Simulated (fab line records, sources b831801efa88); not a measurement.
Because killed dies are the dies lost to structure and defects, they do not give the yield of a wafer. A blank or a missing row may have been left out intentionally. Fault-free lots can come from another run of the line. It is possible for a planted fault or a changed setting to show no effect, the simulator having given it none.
fab line records	flow gf180mcu
record lots=13	wafers=39	last-day=34
route steps=602 shown POLY_GATE@167 SAB@268 M1@316
lots untouched by any fault: they come from a run of this same line in which no faults occurred
start-h: hours from the record's first day to the start of the lot's first wafer shown	wait-h: hours since the lot's step before	" as in the row above	L1.1+2: one row covering several wafers at once	- no value present, or no start provided	* or withheld: withheld	< > ~ a bound
route shown NAME@n: a module of which the file shows steps, and the number in the route of the first	usual: average and standard deviation across the fault-free wafers	same: alike in all rows	chamber/n: place in a boat	sites: each site's reading	_std_site: how widely they spread, as a standard deviation	_edge_site: inner sites' mean taken away from outer sites' mean	radius-mm: for every site, how far away it sits from the centre of the wafer	mask NAME#n: copy n	behind: tool/chamber where the wafer was last shaped	hold: what put the lot on hold/how long, in hours/how the hold closed	device: names the non-switching transistor (n, p or np)	end of line: tests run on the same wafers once the route is complete	a step without rows: its recipe alone	killed: count of dies lost to structure and defects at first sort (not the wafer's yield)	map: per-die view of a wafer (x killed, . not killed, _ where there is no die)
set.NAME: the run value of the setting; set.NAME@STEP: its run value at that earlier step	model.NAME: the simulator's own value behind a step, which no gauge read
the route's steps for a sample of lots (tables are steps, rows are wafers)
services: when a tool's chamber went out of use (start-h, in hours from the record's first day, below 0 if earlier), for how many hours, and the reason
## steps
# step GF_POLY_GATE_CD_MEAS_10
# recipe target-cd-nm=280
# usual cd-nm=280.3/1.1
lot.wafer	tool	chamber	start-h	wait-h	cd-nm
L619.1	cd-sem-01	-	210.12	0.1	281.1
L619.2	"	-	"	"	280.7
L619.4	"	-	"	"	281.1
L620.1	cd-sem-01	-	216.71	0.1	278.8
L620.3	"	-	"	"	279.5
L620.5	"	-	"	"	279.0
L621.1	cd-sem-02	-	222.76	0.1	280.1
L621.2	"	-	"	"	282.0
L621.3	"	-	"	"	281.3
L622.2	cd-sem-02	-	233.17	0.1	280.9
L622.4	"	-	"	"	281.3
L622.5	"	-	"	"	281.7
L625.2	cd-sem-02	-	254.27	0.1	280.2
L625.4	"	-	"	"	279.1
L625.5	"	-	"	"	281.7
L629.3	cd-sem-02	-	285.16	0.1	281.0
L629.4	"	-	"	"	280.1
L629.6	"	-	"	"	280.4
L630.1	cd-sem-02	-	289.80	0.1	279.4
L630.2	"	-	"	"	278.6
L630.4	"	-	"	"	278.6
L632.2	cd-sem-01	-	305.28	0.1	282.0
L632.3	"	-	"	"	281.8
L632.5	"	-	"	"	280.5
L634.2	cd-sem-02	-	319.59	0.1	280.7
L634.5	"	-	"	"	280.3
L634.6	"	-	"	"	280.4
L635.1	cd-sem-01	-	327.76	0.1	282.2
L635.4	"	-	"	"	282.4
L635.6	"	-	"	"	281.9
L637.2	cd-sem-02	-	342.72	0.1	280.4
L637.3	"	-	"	"	280.4
L637.6	"	-	"	"	279.5
L639.2	cd-sem-01	-	357.63	0.1	279.5
L639.3	"	-	"	"	278.7
L639.6	"	-	"	"	280.4
L640.1	cd-sem-01	-	367.32	0.1	280.4
L640.2	"	-	"	"	281.2
L640.5	"	-	"	"	281.8
# step GF_SAB_COAT_04
# recipe resist=NOVOLAK	spin-rpm=3000	resist-thk-nm=1000
lot.wafer	tool	chamber	start-h	wait-h
L619.1+2+4	litho-track-03	0	342.05	0.1
L620.1+3+5	litho-track-03	0	349.65	0.1
L621.1+2+3	litho-track-04	0	359.52	0.1
L622.2+4+5	litho-track-03	0	372.28	0.1
L625.2+4+5	litho-track-04	0	395.84	0.1
L629.3+4+6	litho-track-04	0	436.06	0.1
L630.1+2+4	litho-track-03	0	439.55	0.1
L632.2+3+5	litho-track-04	0	462.19	0.1
L634.2+5+6	litho-track-02	0	482.93	0.1
L635.1+4+6	litho-track-02	0	488.76	0.1
L637.2+3+6	litho-track-02	0	501.18	0.1
L639.2+3+6	litho-track-02	0	517.88	0.1
L640.1+2+5	litho-track-03	0	527.55	0.1
# step GF_SAB_STRIP_13
# recipe chemistry=O2/N2	power-w=1400	pressure-mtorr=1500	platen-temp-c=250	o2-flow-sccm=3000	n2-flow-sccm=300	overash-fraction=0.5
# usual chamber-pressure-mTorr=1500.0/1.4	drypump-motor-current-A=5.9/0.61	heater-power-w=320/33	oes-product-au=0.710/0.0042	strip-time-to-endpoint-s=12.64/0.038
# same overash-fraction=0.5
lot.wafer	tool	chamber	start-h	wait-h	chamber-pressure-mTorr	drypump-motor-current-A	heater-power-w	oes-product-au	rf-hours-counter-h	strip-time-to-endpoint-s
L619.1	plasma-asher-03	1	353.47	0.0	1500.7	5.2	309	0.708	71	12.64
L619.2	"	0	"	"	1503.7	6.6	349	0.710	71	12.65
L619.4	"	1	"	"	1499.9	5.2	320	0.714	-	12.66
L620.1	plasma-asher-01	0	361.32	0.0	1499.3	5.4	279	0.710	59	12.62
L620.3	"	1	"	"	1499.1	6.4	276	0.708	-	12.64
L620.5	"	0	"	"	1502.9	5.4	275	0.713	-	12.56
L621.1	plasma-asher-03	1	371.27	0.0	1498.4	5.2	324	0.699	73	12.63
L621.2	"	0	"	"	1500.0	6.6	350	0.707	73	12.66
L621.3	"	0	"	"	1499.8	6.6	348	0.700	-	12.63
L622.2	plasma-asher-01	1	384.42	0.0	1499.2	6.5	281	0.713	61	12.58
L622.4	"	0	"	"	1500.3	5.4	278	0.713	-	12.59
L622.5	"	0	"	"	1498.7	5.4	282	0.707	-	12.63
L625.2	plasma-asher-03	0	408.12	0.0	1500.9	6.7	356	0.703	76	12.65
L625.4	"	1	"	"	1498.5	5.2	320	0.715	-	12.65
L625.5	"	1	"	"	1501.7	5.2	324	0.711	-	12.63
L629.3	plasma-asher-03	1	448.62	0.0	1499.1	5.2	316	0.712	-	12.80
L629.4	"	0	"	"	1499.7	6.6	350	0.709	-	12.81
L629.6	"	1	"	"	1497.9	5.2	319	0.713	-	12.77
L630.1	plasma-asher-03	0	452.52	0.0	1499.3	6.7	361	0.704	2	12.65
L630.2	"	1	"	"	1501.5	5.2	321	0.704	2	12.67
L630.4	"	1	"	"	1499.1	5.2	323	0.714	-	12.69
L632.2	plasma-asher-01	0	474.67	0.0	1499.6	5.4	279	0.711	71	12.82
L632.3	"	0	"	"	1501.8	5.4	284	0.716	-	12.83
L632.5	"	1	"	"	1498.3	6.4	272	0.707	-	12.81
L634.2	plasma-asher-04	1	495.32	0.0	1499.2	6.3	334	0.710	82	12.60
L634.5	"	1	"	"	1499.0	6.3	340	0.710	-	12.60
L634.6	"	0	"	"	1499.6	5.3	355	0.714	-	12.61
L635.1	plasma-asher-04	1	500.98	0.0	1500.1	6.3	337	0.710	83	12.67
L635.4	"	1	"	"	1500.2	6.3	343	0.710	-	12.62
L635.6	"	0	"	"	1499.7	5.3	366	0.717	-	12.61
L637.2	plasma-asher-01	0	513.36	0.0	1501.6	5.4	275	0.707	76	12.63
L637.3	"	1	"	"	1498.6	6.5	281	0.712	-	12.61
L637.6	"	1	"	"	1499.7	6.4	277	0.707	-	12.64
L639.2	plasma-asher-01	0	529.83	0.0	1498.4	5.4	277	0.711	78	12.68
L639.3	"	0	"	"	1498.4	5.4	278	0.713	-	12.67
L639.6	"	0	"	"	1498.6	5.3	288	0.715	-	12.67
L640.1	plasma-asher-03	0	539.32	0.0	1500.9	6.7	343	0.711	12	12.53
L640.2	"	1	"	"	1502.2	5.2	321	0.709	12	12.55
L640.5	"	1	"	"	1499.5	5.2	322	0.719	-	12.57
# step GF_M1_SPUTTER_01
# recipe material=TiN	target-thk-nm=30	power-w=6500	time-s=25	chamber-pressure-pa=0.4
# usual throttle-valve-pct=29.6/1.1
lot.wafer	tool	chamber	start-h	wait-h	throttle-valve-pct
L619.1	pvd-sputter-02	-	378.26	0.1	28.1
L619.2	"	-	"	"	30.2
L619.4	"	-	"	"	29.7
L620.1	pvd-sputter-04	-	386.40	0.1	28.0
L620.3	"	-	"	"	29.1
L620.5	"	-	"	"	29.3
L621.1	pvd-sputter-03	-	396.75	0.1	31.7
L621.2	"	-	"	"	28.6
L621.3	"	-	"	"	29.8
L622.2	pvd-sputter-04	-	410.22	0.1	29.3
L622.4	"	-	"	"	28.0
L622.5	"	-	"	"	28.0
L625.2	pvd-sputter-04	-	434.32	0.1	29.5
L625.4	"	-	"	"	29.3
L625.5	"	-	"	"	30.6
L629.3	pvd-sputter-02	-	476.01	0.1	31.4
L629.4	"	-	"	"	30.0
L629.6	"	-	"	"	29.7
L630.1	pvd-sputter-02	-	479.66	0.1	31.2
L630.2	"	-	"	"	29.7
L630.4	"	-	"	"	28.1
L632.2	pvd-sputter-03	-	501.54	0.1	31.5
L632.3	"	-	"	"	29.9
L632.5	"	-	"	"	30.5
L634.2	pvd-sputter-02	-	521.76	0.1	29.4
L634.5	"	-	"	"	31.5
L634.6	"	-	"	"	30.4
L635.1	pvd-sputter-04	-	527.64	0.1	29.0
L635.4	"	-	"	"	29.4
L635.6	"	-	"	"	29.1
L637.2	pvd-sputter-04	-	538.65	0.1	28.1
L637.3	"	-	"	"	29.2
L637.6	"	-	"	"	29.3
L639.2	pvd-sputter-02	-	555.21	0.1	29.9
L639.3	"	-	"	"	31.6
L639.6	"	-	"	"	28.2
L640.1	pvd-sputter-04	-	564.46	0.1	29.4
L640.2	"	-	"	"	28.0
L640.5	"	-	"	"	28.0
# step GF_M1_CD_MEAS_14
# recipe target-cd-nm=230
# usual cd-nm=230.0/1.4
lot.wafer	tool	chamber	start-h	wait-h	cd-nm
L619.1	cd-sem-01	-	401.52	0.1	229.5
L619.2	"	-	"	"	228.7
L619.4	"	-	"	"	229.0
L620.1	cd-sem-02	-	409.46	0.1	229.9
L620.3	"	-	"	"	229.1
L620.5	"	-	"	"	229.0
L621.1	cd-sem-02	-	420.41	0.1	227.2
L621.2	"	-	"	"	226.7
L621.3	"	-	"	"	226.7
L622.2	cd-sem-01	-	433.33	0.1	227.6
L622.4	"	-	"	"	229.6
L622.5	"	-	"	"	228.4
L625.2	cd-sem-02	-	458.58	0.1	229.1
L625.4	"	-	"	"	229.9
L625.5	"	-	"	"	230.2
L629.3	cd-sem-02	-	499.80	0.1	227.6
L629.4	"	-	"	"	226.8
L629.6	"	-	"	"	228.2
L630.1	cd-sem-02	-	503.41	0.1	230.1
L630.2	"	-	"	"	231.7
L630.4	"	-	"	"	230.8
L632.2	cd-sem-01	-	525.78	0.1	230.9
L632.3	"	-	"	"	227.6
L632.5	"	-	"	"	229.8
L634.2	cd-sem-02	-	544.43	0.1	229.6
L634.5	"	-	"	"	231.1
L634.6	"	-	"	"	228.5
L635.1	cd-sem-02	-	550.41	0.1	232.0
L635.4	"	-	"	"	231.4
L635.6	"	-	"	"	231.2
L637.2	cd-sem-01	-	561.08	0.1	230.5
L637.3	"	-	"	"	230.3
L637.6	"	-	"	"	230.0
L639.2	cd-sem-02	-	577.43	0.1	230.8
L639.3	"	-	"	"	230.6
L639.6	"	-	"	"	228.9
L640.1	cd-sem-01	-	585.36	0.1	229.6
L640.2	"	-	"	"	228.9
L640.5	"	-	"	"	228.1
## services
tool	chamber	start-h	hours	kind
pvd-sputter-02	-	333.51	23.9	repair
pvd-sputter-03	-	347.93	6.9	repair
pvd-sputter-03	-	371.97	2.6	repair
pvd-sputter-02	-	383.61	40.9	repair
pvd-sputter-02	-	391.13	2.0	repair
pvd-sputter-04	-	404.37	0.5	repair
pvd-sputter-02	-	405.90	9.4	repair
plasma-asher-03	-	412.43	2.8	pm
pvd-sputter-03	-	412.98	2.9	repair
plasma-asher-03	-	421.25	9.0	pm
plasma-asher-03	0	421.25	9.0	vent-cycle
plasma-asher-03	1	421.25	9.0	vent-cycle
pvd-sputter-04	3	428.55	-	consumable-replace:kit
pvd-sputter-04	3	428.55	18.0	scheduled-down
pvd-sputter-04	3	428.55	18.0	vent-cycle
plasma-asher-03	0	430.25	-	clean
plasma-asher-03	1	430.25	-	clean
pvd-sputter-03	-	433.11	4.0	repair
pvd-sputter-03	-	456.77	11.1	repair
pvd-sputter-02	0	479.78	-	consumable-replace:kit
pvd-sputter-02	0	479.78	18.0	scheduled-down
plasma-asher-04	-	505.04	38.0	pm
plasma-asher-01	-	507.90	0.5	repair
pvd-sputter-03	-	529.51	9.7	repair
## key
first-sign step=GF_SAB_STRIP_13	reading=strip-time-to-endpoint-s	direction=up	sigmas=4.5	usual=*	struck=*
effect none on later readings
met-at GF_SAB_COAT_04
struck-lots L629,L632
tester-left-out L629,L632
not-acting-at GF_POLY_GATE_CD_MEAS_10,GF_M1_SPUTTER_01,GF_M1_CD_MEAS_14
onset-between 395.84 436.06
fault kind=process-parameter-drift	tool=litho-track-04	chamber=-	onset-h=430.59	steps=GF_SAB_COAT_04	channel=resist-thk-nm	offset=*	shape=step	end-h=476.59	acts-in=*	stated=*
# tester-left-out: of these lots the tester's yield and bins aren't shown, on N5 and GAA mostly nor the transistor test; their killed dies are dies lost to structure and defects alone, not to doping, threshold or leakage, so they don't give the yield
